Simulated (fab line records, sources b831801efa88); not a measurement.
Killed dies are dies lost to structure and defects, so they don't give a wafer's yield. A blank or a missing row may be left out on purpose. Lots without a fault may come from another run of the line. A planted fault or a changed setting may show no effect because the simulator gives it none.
fab line records | flow sky130
record lots=10 wafers=30 last_day=50
route steps=708 shown VIA1@471 METAL3@533 CAPM@539 PAD_OPEN@708
lots that met no fault: from a run of the same line without faults
start_h: hours from the record's first day to the start of the lot's first wafer shown | wait_h: hours since the lot's step before | " the same as in the row above | L1.1+2: a row that stands for several wafers | - no value, or no start given | * or withheld: withheld | < > ~ a bound
route shown NAME@n: a module of which the file shows steps, and the number in the route of the first | usual: mean/standard deviation of fault-free wafers | same: alike in all rows | chamber/n: place in a boat | sites: the reading at each site | _std_site: their standard deviation | _edge_site: outer sites' mean less inner sites' | radius_mm: how far each site lies from the wafer's centre | mask NAME#n: copy n | behind: the tool/chamber that last shaped the wafer | hold: why the lot was held/for how many hours/how that ended | device: the transistor (n, p or np) that didn't switch | end of line: the same wafers' tests at the end of the route | a step without rows: its recipe alone | killed: dies lost to structure and defects at the first sort, not the wafer's yield | map: a wafer's dies, x killed, . not, _ none there
set.NAME: the setting as run; set.NAME@STEP: as run at that earlier step | model.NAME: the simulator's own value behind a step, which no gauge read
steps of the route over a sample of lots; a table a step, a row a wafer
services: from which hour (start_h, from the record's first day; less than 0 if before it) a tool's chamber was out of use, for how many hours, and why
## steps
# step SKY_VIA1_OVL_MEAS_13
# usual VIA1_OVL=4/5.3
# columns lot.wafer tool chamber start_h wait_h VIA1_OVL[nm]
L707.2 overlay-01 - 814.91 0.1 0
L707.5 " - " " 1
L707.6 " - " " -2
L709.3 overlay-02 - 841.27 0.1 6
L709.4 " - " " 5
L709.6 " - " " 1
L710.1 overlay-02 - 842.79 0.1 11
L710.3 " - " " 10
L710.5 " - " " 0
L711.1 overlay-01 - 848.71 0.1 13
L711.3 " - " " 10
L711.5 " - " " 6
L712.1 overlay-02 - 852.21 0.1 4
L712.3 " - " " 7
L712.5 " - " " 2
L715.1 overlay-02 - 875.46 0.1 12
L715.5 " - " " 7
L715.6 " - " " 7
L717.1 overlay-01 - 882.59 0.1 8
L717.4 " - " " 8
L717.6 " - " " 4
L723.1 overlay-01 - 940.36 0.1 0
L723.2 " - " " 3
L723.6 " - " " 3
L724.1 overlay-02 - 955.10 0.1 12
L724.4 " - " " 2
L724.6 " - " " 4
L725.2 overlay-01 - 959.51 0.1 2
L725.5 " - " " 16
L725.6 " - " " 4
# step SKY_METAL3_SPUTTER_01
# recipe material=TiN target_thk_nm=20 power_w=6500 time_s=16.7 chamber_pressure_pa=0.4
# usual cathode_dc_power_W=6500.0/1.1 throttle_valve_pct=30.0/1.1
# columns lot.wafer tool chamber start_h wait_h cathode_dc_power_W throttle_valve_pct
L707.2 pvd_sputter-02 - 870.43 0.0 6500.5 28.8
L707.5 " - " " 6500.7 31.5
L707.6 " - " " 6498.1 29.0
L709.3 pvd_sputter-02 - 896.47 0.0 6499.9 31.6
L709.4 " - " " 6499.7 28.7
L709.6 " - " " 6501.2 28.8
L710.1 pvd_sputter-02 - 898.77 0.0 6498.7 28.7
L710.3 " - " " 6501.1 31.8
L710.5 " - " " 6500.5 31.5
L711.1 pvd_sputter-03 - 903.79 0.0 6501.6 29.6
L711.3 " - " " 6499.8 28.7
L711.5 " - " " 6498.4 30.8
L712.1 pvd_sputter-03 - 907.69 0.0 6498.8 28.9
L712.3 " - " " 6497.1 29.3
L712.5 " - " " 6500.9 30.6
L715.1 pvd_sputter-04 - 930.15 0.0 6499.0 31.0
L715.5 " - " " 6500.3 29.3
L715.6 " - " " 6498.9 30.8
L717.1 pvd_sputter-02 - 937.40 0.0 6499.9 29.0
L717.4 " - " " 6498.3 29.4
L717.6 " - " " 6502.2 28.9
L723.1 pvd_sputter-02 - 992.47 0.0 6502.5 28.6
L723.2 " - " " 6499.3 29.1
L723.6 " - " " 6498.5 29.1
L724.1 pvd_sputter-02 - 1008.49 0.0 6499.4 31.9
L724.4 " - " " 6498.1 29.1
L724.6 " - " " 6500.5 31.4
L725.2 pvd_sputter-03 - 1010.04 0.0 6499.5 29.3
L725.5 " - " " 6500.2 29.2
L725.6 " - " " 6499.1 28.8
# step SKY_METAL3_SPUTTER_02
# recipe material=AlCu target_thk_nm=735 power_w=10600 time_s=39.1 chamber_pressure_pa=0.4
# usual cathode_dc_power_W=10600/1.9 throttle_valve_pct=30.0/1.1
# columns lot.wafer tool chamber start_h wait_h cathode_dc_power_W throttle_valve_pct
L707.2 pvd_sputter-02 - 870.45 0.0 10596 29.0
L707.5 " - " " 10604 31.6
L707.6 " - " " 10601 28.7
L709.3 pvd_sputter-02 - 896.50 0.0 10598 31.7
L709.4 " - " " 10599 29.0
L709.6 " - " " 10598 29.1
L710.1 pvd_sputter-02 - 898.79 0.0 10600 28.5
L710.3 " - " " 10600 31.8
L710.5 " - " " 10601 31.6
L711.1 pvd_sputter-03 - 903.82 0.0 10598 29.4
L711.3 " - " " 10600 28.6
L711.5 " - " " 10602 30.8
L712.1 pvd_sputter-03 - 907.72 0.0 10596 28.7
L712.3 " - " " 10595 29.6
L712.5 " - " " 10601 30.8
L715.1 pvd_sputter-04 - 930.18 0.0 10603 30.8
L715.5 " - " " 10603 29.5
L715.6 " - " " 10600 30.9
L717.1 pvd_sputter-02 - 937.42 0.0 10601 28.9
L717.4 " - " " 10598 29.2
L717.6 " - " " 10601 28.9
L723.1 pvd_sputter-02 - 992.50 0.0 10600 28.9
L723.2 " - " " 10600 28.5
L723.6 " - " " 10598 29.0
L724.1 pvd_sputter-02 - 1008.52 0.0 10603 31.8
L724.4 " - " " 10598 29.0
L724.6 " - " " 10603 31.8
L725.2 pvd_sputter-03 - 1010.07 0.0 10604 29.6
L725.5 " - " " 10600 29.5
L725.6 " - " " 10598 28.9
# step SKY_CAPM_SPUTTER_02
# recipe material=TiN target_thk_nm=200 temp_c=300 power_w=6500 time_s=166.7 chamber_pressure_pa=0.4
# usual cathode_dc_power_W=6500.3/1.1 throttle_valve_pct=30.2/1
# columns lot.wafer tool chamber start_h wait_h cathode_dc_power_W throttle_valve_pct
L707.2 pvd_sputter-01 - 870.65 0.0 6499.8 29.3
L707.5 " - " " 6499.8 29.0
L707.6 " - " " 6499.1 28.9
L709.3 pvd_sputter-04 - 896.69 0.0 6500.6 30.9
L709.4 " - " " 6501.2 29.6
L709.6 " - " " 6499.5 30.8
L710.1 pvd_sputter-01 - 898.98 0.1 6501.9 29.2
L710.3 " - " " 6501.4 31.3
L710.5 " - " " 6501.3 31.1
L711.1 pvd_sputter-01 - 904.00 0.1 6500.4 31.4
L711.3 " - " " 6499.2 31.0
L711.5 " - " " 6501.0 31.1
L712.1 pvd_sputter-04 - 907.91 0.1 6502.0 29.4
L712.3 " - " " 6499.4 30.6
L712.5 " - " " 6500.3 31.0
L715.1 pvd_sputter-04 - 930.37 0.1 6499.5 29.5
L715.5 " - " " 6500.9 30.9
L715.6 " - " " 6500.5 29.2
L717.1 pvd_sputter-01 - 937.61 0.1 7307.9 29.3
L717.4 " - " " 6501.2 31.4
L717.6 " - " " 6499.3 29.0
L723.1 pvd_sputter-04 - 992.69 0.1 6500.8 30.8
L723.2 " - " " 6501.0 31.1
L723.6 " - " " 6499.5 31.0
L724.1 pvd_sputter-04 - 1008.74 0.1 6500.8 30.6
L724.4 " - " " 6498.6 29.5
L724.6 " - " " 6503.0 31.2
L725.2 pvd_sputter-02 - 1010.25 0.0 6500.5 29.0
L725.5 " - " " 6500.2 31.8
L725.6 " - " " 6500.6 29.1
# step SKY_CAPM_RS_MEAS_03
# recipe thk_meas_gauge=four-point-probe reads=TiN_of_CAPM_SPUTTER_02
# usual CAPM_TIN_RS=6.89/0.062
# columns lot.wafer tool chamber start_h wait_h CAPM_TIN_RS[ohm/sq]
L707.2 film_metro-02 - 870.78 0.1 6.90
L707.5 " - " " 6.92
L707.6 " - " " 6.86
L709.3 film_metro-03 - 896.84 0.1 6.88
L709.4 " - " " 6.83
L709.6 " - " " 6.86
L710.1 film_metro-03 - 899.09 0.1 6.80
L710.3 " - " " 6.80
L710.5 " - " " 6.79
L711.1 film_metro-03 - 904.11 0.1 6.92
L711.3 " - " " 6.93
L711.5 " - " " 6.93
L712.1 film_metro-03 - 908.02 0.1 6.91
L712.3 " - " " 7.04
L712.5 " - " " 6.95
L715.1 film_metro-02 - 930.47 0.1 6.92
L715.5 " - " " 6.96
L715.6 " - " " 6.86
L717.1 film_metro-04 - 937.72 0.1 6.08
L717.4 " - " " 6.90
L717.6 " - " " 6.85
L723.1 film_metro-03 - 992.80 0.1 6.96
L723.2 " - " " 7.04
L723.6 " - " " 7.04
L724.1 film_metro-02 - 1008.84 0.1 6.91
L724.4 " - " " 6.90
L724.6 " - " " 6.90
L725.2 film_metro-02 - 1010.40 0.1 6.93
L725.5 " - " " 6.96
L725.6 " - " " 6.90
# step SKY_CAPM_THK_MEAS_04
# recipe thk_meas_gauge=xrf reads=TiN_of_CAPM_SPUTTER_02
# usual CAPM_TIN_THK=200.6/2.5
# columns lot.wafer tool chamber start_h wait_h CAPM_TIN_THK[nm]
L707.2 film_metro-02 - 870.89 0.1 200.5
L707.5 " - " " 201.5
L707.6 " - " " 203.6
L709.3 film_metro-03 - 896.94 0.1 199.3
L709.4 " - " " 200.0
L709.6 " - " " 199.9
L710.1 film_metro-03 - 899.21 0.1 200.6
L710.3 " - " " 201.6
L710.5 " - " " 201.6
L711.1 film_metro-03 - 904.23 0.1 197.7
L711.3 " - " " 197.9
L711.5 " - " " 198.0
L712.1 film_metro-03 - 908.14 0.1 198.6
L712.3 " - " " 195.2
L712.5 " - " " 197.1
L715.1 film_metro-02 - 930.59 0.1 202.2
L715.5 " - " " 201.0
L715.6 " - " " 203.1
L717.1 film_metro-04 - 937.84 0.1 226.1
L717.4 " - " " 199.5
L717.6 " - " " 202.0
L723.1 film_metro-03 - 992.92 0.1 196.6
L723.2 " - " " 195.0
L723.6 " - " " 195.2
L724.1 film_metro-02 - 1008.96 0.1 199.6
L724.4 " - " " 201.0
L724.6 " - " " 200.8
L725.2 film_metro-02 - 1010.51 0.1 200.0
L725.5 " - " " 199.9
L725.6 " - " " 199.9
# step SKY_CAPM_METAL_ETCH_13
# recipe target_depth_nm=220 stop_on=SiO2 chemistry=Cl2/BCl3 target=TiN pressure_mtorr=10 icp_w=900 bias_w=48.5 Cl2_flow_sccm=60 bcl3_flow_sccm=30 time_s=62.9
# usual drypump_motor_current_A=5.62/0.2 oes_product_au=0.943/0.0063 throttle_valve_pct=21.900/0.009
# columns lot.wafer tool chamber start_h wait_h drypump_motor_current_A oes_product_au rf_hours_counter_h throttle_valve_pct
L707.2 rie_metal-02 1 895.97 0.0 5.63 0.939 8 21.905
L707.5 " 0 " " 5.76 0.942 - 21.896
L707.6 " 1 " " 5.62 0.946 - 21.897
L709.3 rie_metal-02 1 920.89 0.0 5.66 0.939 - 21.902
L709.4 " 0 " " 5.76 0.952 - 21.875
L709.6 " 1 " " 5.68 0.944 - 21.890
L710.1 rie_metal-02 1 923.47 0.0 5.66 0.945 9 21.892
L710.3 " 1 " " 5.64 0.951 - 21.881
L710.5 " 1 " " 5.65 0.959 - 21.898
L711.1 rie_metal-01 1 928.37 0.0 5.79 0.945 10 21.904
L711.3 " 1 " " 5.78 0.938 - 21.892
L711.5 " 0 " " 5.18 0.944 - 21.886
L712.1 rie_metal-02 0 932.17 0.0 5.76 0.946 18 21.890
L712.3 " 0 " " 5.79 0.934 - 21.893
L712.5 " 0 " " 5.81 0.936 - 21.907
L715.1 rie_metal-03 1 954.66 0.0 5.69 0.937 12 21.900
L715.5 " 0 " " 5.63 0.940 - 21.888
L715.6 " 1 " " 5.72 0.941 - 21.902
L717.1 rie_metal-03 1 961.41 0.0 5.72 0.998 12 21.865
L717.4 " 1 " " 5.74 0.944 - 21.907
L717.6 " 1 " " 5.73 0.946 - 21.899
L723.1 rie_metal-01 0 1015.17 0.0 5.20 0.939 17 21.907
L723.2 " 1 " " 5.79 0.930 14 21.912
L723.6 " 0 " " 5.18 0.932 - 21.899
L724.1 rie_metal-02 0 1031.77 0.0 5.79 0.935 2 21.890
L724.4 " 0 " " 5.80 0.944 - 21.903
L724.6 " 0 " " 5.78 0.940 - 21.898
L725.2 rie_metal-03 0 1032.42 0.0 5.67 0.934 20 21.908
L725.5 " 1 " " 5.74 0.941 - 21.922
L725.6 " 0 " " 5.66 0.942 - 21.896
# step SKY_PAD_OPEN_PROBE_99
# usual defect_limited_yield=82.5/1.9 killed_at_M0_to_M3=44/7.2 killed_at_M4_up=3.1/1.7 killed_at_contacts=25/5.1 killed_at_front_end=14/4.6 killed_at_other=0.3/0.59 killed_dies=86/9.6 killed_open=47/7.4 killed_short=39/6
# same gross_dies=492 killed_at_back_side=0
# columns lot.wafer tool chamber start_h wait_h defect_limited_yield[%] killed_at_M0_to_M3 killed_at_M4_up killed_at_contacts killed_at_front_end killed_at_other killed_dies killed_open killed_short
L707.2 prober-01 - 1089.65 0.1 85.8 33 5 20 11 1 70 40 30
L707.5 prober-01 - 1089.80 0.2 85.8 32 3 28 5 2 70 38 32
L707.6 prober-01 - 1089.85 0.2 84.6 41 5 21 9 0 76 42 34
L709.3 prober-02 - 1109.80 0.2 85.4 42 3 20 7 0 72 37 35
L709.4 prober-02 - 1109.85 0.2 85.4 39 3 20 10 0 72 46 26
L709.6 prober-02 - 1109.95 0.2 82.7 49 3 23 10 0 85 54 31
L710.1 prober-01 - 1112.60 0.1 83.1 45 3 25 10 0 83 50 33
L710.3 prober-01 - 1112.70 0.2 79.7 59 5 24 9 3 100 48 52
L710.5 prober-01 - 1112.80 0.2 85.6 24 6 23 18 0 71 34 37
L711.1 prober-02 - 1117.95 0.1 85.6 45 2 18 6 0 71 41 30
L711.3 prober-02 - 1118.05 0.2 82.7 48 3 19 15 0 85 48 37
L711.5 prober-02 - 1118.15 0.2 78.9 50 2 34 17 1 104 59 45
L715.1 prober-02 - 1140.13 0.1 83.1 45 2 24 12 0 83 35 48
L715.5 prober-02 - 1140.33 0.2 82.9 46 3 27 8 0 84 43 41
L715.6 prober-02 - 1140.38 0.2 84.6 33 1 24 18 0 76 44 32
L717.1 prober-02 - 1143.56 0.1 81.1 62 4 16 11 0 93 52 41
L717.4 prober-02 - 1143.71 0.2 81.5 54 1 19 17 0 91 55 36
L717.6 prober-02 - 1143.81 0.2 83.1 35 3 31 14 0 83 47 36
L724.1 prober-01 - 1194.15 0.1 79.9 47 4 30 17 1 99 49 50
L724.4 prober-01 - 1194.30 0.2 82.1 37 4 26 21 0 88 37 51
L724.6 prober-01 - 1194.40 0.2 80.5 56 2 18 20 0 96 59 37
# killed by level:class
L707.2 CONTACT:geometric_particle:open=9 VIA2:geometric_particle:open=8 FIELD_ISO:geometric_particle:open=5 VIA1:geometric_particle:short=5 VIA3:geometric_particle:open=5 METAL4:geometric_particle:short=5 FIELD_ISO:geometric_particle:short=4 LOCAL_INTERCONNECT:geometric_particle:short=4
L707.5 CONTACT:geometric_particle:open=14 VIA1:geometric_particle:open=10 VIA2:geometric_particle:open=6 CONTACT:geometric_particle:short=5 FIELD_ISO:geometric_particle:short=3 LI_CONTACT:geometric_particle:short=3 METAL2:geometric_particle:short=3 VIA2:geometric_particle:short=3
L707.6 VIA3:geometric_particle:open=9 METAL2:geometric_particle:short=8 VIA2:geometric_particle:open=7 LI_CONTACT:geometric_particle:open=5 CONTACT:geometric_particle:open=5 CONTACT:geometric_particle:short=4 VIA1:geometric_particle:open=4 METAL4:geometric_particle:short=4
L709.3 VIA1:geometric_particle:open=9 METAL1:geometric_particle:short=8 CONTACT:geometric_particle:open=6 VIA3:geometric_particle:open=6 CONTACT:geometric_particle:short=6 VIA1:geometric_particle:short=6 LOCAL_INTERCONNECT:geometric_particle:short=5 VIA2:geometric_particle:open=4
L709.4 VIA1:geometric_particle:open=12 CONTACT:geometric_particle:open=9 LI_CONTACT:geometric_particle:open=6 VIA2:geometric_particle:open=6 VIA2:geometric_particle:short=5 METAL1:geometric_particle:short=4 METAL2:geometric_particle:short=4 FIELD_ISO:geometric_particle:open=3
L709.6 VIA2:geometric_particle:open=11 VIA1:geometric_particle:open=10 LI_CONTACT:geometric_particle:open=7 CONTACT:geometric_particle:open=7 VIA1:geometric_particle:short=6 METAL2:geometric_particle:short=5 VIA3:geometric_particle:open=5 FIELD_ISO:geometric_particle:open=4
L710.1 VIA1:geometric_particle:open=9 CONTACT:geometric_particle:open=9 VIA1:geometric_particle:short=8 METAL2:geometric_particle:short=7 FIELD_ISO:geometric_particle:open=6 LI_CONTACT:geometric_particle:open=6 VIA3:geometric_particle:open=6 VIA2:geometric_particle:open=4
L710.3 VIA1:geometric_particle:open=15 METAL2:geometric_particle:short=12 CONTACT:geometric_particle:open=8 METAL1:geometric_particle:short=7 LI_CONTACT:geometric_particle:open=5 LOCAL_INTERCONNECT:geometric_particle:short=5 VIA1:geometric_particle:short=5 METAL2:geometric_particle:open=4
L710.5 VIA1:geometric_particle:open=9 LI_CONTACT:geometric_particle:open=7 FIELD_ISO:geometric_particle:short=6 CONTACT:geometric_particle:open=6 CONTACT:geometric_particle:short=5 FIELD_ISO:geometric_particle:open=4 POLY_GATE:geometric_particle:short=4 METAL4:geometric_particle:short=4
L711.1 VIA2:geometric_particle:open=10 VIA1:geometric_particle:open=9 LI_CONTACT:geometric_particle:open=8 VIA1:geometric_particle:short=7 METAL2:geometric_particle:short=7 VIA3:geometric_particle:open=6 CONTACT:geometric_particle:open=4 LOCAL_INTERCONNECT:geometric_particle:short=3
L711.3 VIA1:geometric_particle:open=10 VIA1:geometric_particle:short=7 CONTACT:geometric_particle:open=6 VIA2:geometric_particle:open=6 FIELD_ISO:geometric_particle:short=5 FIELD_ISO:geometric_particle:open=5 LI_CONTACT:geometric_particle:open=5 VIA3:geometric_particle:open=5
L711.5 CONTACT:geometric_particle:open=12 LI_CONTACT:geometric_particle:open=8 CONTACT:geometric_particle:short=8 VIA1:geometric_particle:open=8 VIA2:geometric_particle:open=8 VIA3:geometric_particle:open=8 METAL2:geometric_particle:short=7 FIELD_ISO:geometric_particle:open=6
L715.1 METAL2:geometric_particle:short=9 CONTACT:geometric_particle:open=9 VIA1:geometric_particle:open=7 VIA2:geometric_particle:open=6 METAL1:geometric_particle:short=5 VIA3:geometric_particle:short=5 FIELD_ISO:geometric_particle:open=4 LI_CONTACT:geometric_particle:open=4
L715.5 CONTACT:geometric_particle:open=12 METAL2:geometric_particle:short=9 VIA3:geometric_particle:open=6 METAL1:geometric_particle:short=6 VIA1:geometric_particle:open=6 VIA2:geometric_particle:open=6 CONTACT:geometric_particle:short=5 LOCAL_INTERCONNECT:geometric_particle:short=4
L715.6 VIA1:geometric_particle:open=14 POLY_GATE:geometric_particle:short=8 LI_CONTACT:geometric_particle:open=8 CONTACT:geometric_particle:open=6 METAL1:geometric_particle:short=5 VIA2:geometric_particle:open=5 LOCAL_INTERCONNECT:geometric_particle:short=4 CONTACT:geometric_particle:short=4
L717.1 VIA1:geometric_particle:open=12 CONTACT:geometric_particle:open=12 VIA3:geometric_particle:open=9 METAL2:geometric_particle:short=8 VIA2:geometric_particle:open=8 VIA1:geometric_particle:short=6 VIA2:geometric_particle:short=5 METAL1:geometric_particle:short=4
L717.4 VIA1:geometric_particle:open=14 CONTACT:geometric_particle:open=11 VIA2:geometric_particle:open=8 METAL1:geometric_particle:short=7 VIA1:geometric_particle:short=6 SPACER:geometric_particle:open=5 POLY_GATE:geometric_particle:short=4 VIA2:geometric_particle:short=4
L717.6 CONTACT:geometric_particle:open=17 METAL2:geometric_particle:short=7 VIA3:geometric_particle:open=7 VIA1:geometric_particle:open=6 FIELD_ISO:geometric_particle:open=5 CONTACT:geometric_particle:short=5 VIA3:geometric_particle:short=5 LI_CONTACT:geometric_particle:open=4
L724.1 VIA1:geometric_particle:open=15 VIA3:geometric_particle:open=8 LOCAL_INTERCONNECT:geometric_particle:short=8 CONTACT:geometric_particle:short=7 POLY_GATE:geometric_particle:open=6 METAL2:geometric_particle:short=6 LI_CONTACT:geometric_particle:short=5 LI_CONTACT:geometric_particle:open=5
L724.4 CONTACT:geometric_particle:open=12 FIELD_ISO:geometric_particle:short=6 CONTACT:geometric_particle:short=6 METAL2:geometric_particle:short=6 METAL1:geometric_particle:short=6 VIA3:geometric_particle:open=6 FIELD_ISO:geometric_particle:open=5 POLY_GATE:geometric_particle:short=5
L724.6 VIA3:geometric_particle:open=11 VIA1:geometric_particle:open=10 CONTACT:geometric_particle:open=8 METAL1:geometric_particle:short=8 VIA2:geometric_particle:open=8 FIELD_ISO:geometric_particle:open=5 LI_CONTACT:geometric_particle:open=5 VIA3:geometric_particle:short=5
## services
# columns tool chamber start_h hours kind
pvd_sputter-01 - 850.88 5.4 repair
pvd_sputter-03 - 862.52 24.1 repair
pvd_sputter-02 3 870.05 - consumable_replace:kit
pvd_sputter-02 3 870.05 18.0 scheduled_down
pvd_sputter-02 3 870.05 18.0 vent_cycle
rie_metal-03 - 886.91 5.7 repair
pvd_sputter-02 - 911.20 1.0 repair
rie_metal-03 1 926.56 4.8 repair
pvd_sputter-03 0 935.57 - consumable_replace:kit
pvd_sputter-03 0 935.57 18.0 scheduled_down
pvd_sputter-03 - 937.20 3.6 repair
rie_metal-02 - 950.38 5.2 repair
pvd_sputter-01 - 969.70 1.8 repair
pvd_sputter-04 2 971.81 - consumable_replace:kit
pvd_sputter-04 2 971.81 18.0 scheduled_down
pvd_sputter-04 2 971.81 18.0 vent_cycle
pvd_sputter-01 - 974.84 60.0 repair
rie_metal-02 0 978.26 2.7 repair
pvd_sputter-04 - 982.18 7.5 repair
rie_metal-02 - 1002.39 0.5 repair
pvd_sputter-02 2 1012.30 - consumable_replace:kit
pvd_sputter-02 2 1012.30 18.0 scheduled_down
pvd_sputter-02 2 1012.30 18.0 vent_cycle
pvd_sputter-04 - 1030.24 6.7 repair
## key
first_sign step=SKY_CAPM_SPUTTER_02 reading=cathode_dc_power_W direction=up sigmas=99+ usual=6500.3 struck=7307.9
effect step=SKY_CAPM_RS_MEAS_03 reading=CAPM_TIN_RS direction=down sigmas=13 usual=6.89 struck=6.08
effect step=SKY_CAPM_THK_MEAS_04 reading=CAPM_TIN_THK direction=up sigmas=10 usual=200.6 struck=226.1
effect step=SKY_CAPM_METAL_ETCH_13 reading=oes_product_au direction=up sigmas=8.9 usual=0.943 struck=0.998
met_at SKY_CAPM_SPUTTER_02
struck_lots L717
struck_wafers L717.1
not_acting_at SKY_VIA1_OVL_MEAS_13,SKY_METAL3_SPUTTER_01,SKY_METAL3_SPUTTER_02
onset_between 898.98 937.61
fault kind=process_parameter_drift tool=pvd_sputter-01 chamber=- onset_h=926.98 steps=SKY_CAPM_SPUTTER_02 channel=power_w offset=* shape=step end_h=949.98 acts_in=* stated=* scope=struck_wafers_only
